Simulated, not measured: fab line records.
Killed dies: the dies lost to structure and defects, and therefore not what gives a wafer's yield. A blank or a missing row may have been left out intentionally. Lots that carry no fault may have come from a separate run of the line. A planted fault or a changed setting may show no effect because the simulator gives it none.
Struck lot and sound lot, side by side / flow sfqLine / 14 steps out of a route of 325
Sound: wafers L876.1, L876.4, L876.6. Wafers L878.1, L878.2, L878.6 were the ones struck. The cause is named last.
Per side, at each step with rows, come the tool, then ch with its chambers, and then its first start. Under that, the readings that differ: sound wafers / struck wafers / difference of the means / sigmas: that difference in standard deviations of wafers without a fault.
alike: readings whose means differ by less than 2 such deviations, and words and numbers that are the same on both sides. not compared: withheld readings, readings that some wafer has no value for, bounds like >300 that may hide the same value, and numbers for which the record gives no deviation and whose values overlap.
A row with sigmas, a row that says differs or no value, or rows on one side alone: a step with any of these is where the two part. When numbers do not overlap yet have no deviation, they are printed without sigmas and do not part them. Lack of a reading on every wafer of one side parts them only where that side has two or more wafers.

SFQ_TRILAYER_M0_BARC_OPEN_METAL_ETCH_031: etches BARC in O2, target depth 125 nm, time 41.7 s.
  sound on rieMetal-02 ch 1, day 8 23:26; struck on rieMetal-02 ch 0,1, day 9 23:26
  alike: chamberPressureMTorr, drypumpMotorCurrentA, oesProductAu
  not compared: rfHoursCounterH
then, 1 step without rows for these wafers: SFQ_TRILAYER_M0_ETCH_METAL_ETCH_024 (etches Nb in Cl2/Ar, stops on SiO2, target depth 240 nm, time 120 s).
SFQ_TRILAYER_M0_STRIP_STRIP_025: strips in O2.
  sound on rieMetal-02 ch 1, day 8 23:49; struck on rieMetal-02 ch 0,1, day 9 23:37
  alike: chamberPressureMTorr, drypumpMotorCurrentA, oesProductAu
  not compared: rfHoursCounterH
then, 1 step without rows for these wafers: SFQ_TRILAYER_M0_STRIP_SOLV_CLEAN_026 (cleans in NMP, time 600 s).
SFQ_TRILAYER_I0_DEP_PECVD_027: deposits SiO2 from SiH4/N2O, time 111.11 s, target thk 500 nm.
  sound on pecvd-03 ch 0,2, day 9 01:11; struck on pecvd-01 ch 1,2, day 10 00:26
  alike: heaterPowerOuterW, heaterPowerW, showerheadVppV, throttleValvePct
  not compared: sinceWetCleanH
SFQ_TRILAYER_I0_CMP_CMP_028: polishes SiO2.
  sound on cmp-02 ch 0,1, day 9 02:14; struck on cmp-02 ch 0,1,3, day 10 00:31
  alike: motorCurrentA, slurryFilterDpKPa, slurryFlowMlMin, timeToEndpointS
SFQ_I0_BOW_MEAS_907:
  sound on filmMetro-01, day 9 05:14; struck on filmMetro-04, day 10 03:31
  alike: I0_BOW
SFQ_TRILAYER_I0_METRO_MEASURE_029:
  sound on filmMetro-01, day 9 05:22; struck on filmMetro-04, day 10 03:38
  alike: thkNm
then, 4 steps without rows for these wafers: SFQ_TRILAYER_I0_VIA_LITHO_COAT_036 (resist thk 62 nm); SFQ_TRILAYER_I0_VIA_LITHO_COAT_031 (resist thk 650 nm); SFQ_TRILAYER_I0_VIA_LITHO_SOFTBAKE_035; SFQ_TRILAYER_I0_VIA_LITHO_EXPOSE_032 (exposes mask I0, target cd 500 nm).
-- the record jumps here: 3 days lie between the struck wafers' starts before and after --
SFQ_TRILAYER_I0_VIA_LITHO_PEB_034: peb time 60 s.
  sound on lithoTrack-04 ch 0, day 11 17:51; struck on lithoTrack-02, day 12 20:07
  no value came back on the struck wafers for chillPlateTempC (C), exhaustPa (Pa); on the sound wafers chillPlateTempC (C) reads 22.92 22.81 22.85
then, 1 step without rows for these wafers: SFQ_TRILAYER_I0_VIA_LITHO_DEVELOP_033 (time 60 s).

== WHERE THEY PART ==
At SFQ_TRILAYER_I0_VIA_LITHO_PEB_034 and nowhere else, as far as this record goes.

WHY: whatever the simulator had introduced
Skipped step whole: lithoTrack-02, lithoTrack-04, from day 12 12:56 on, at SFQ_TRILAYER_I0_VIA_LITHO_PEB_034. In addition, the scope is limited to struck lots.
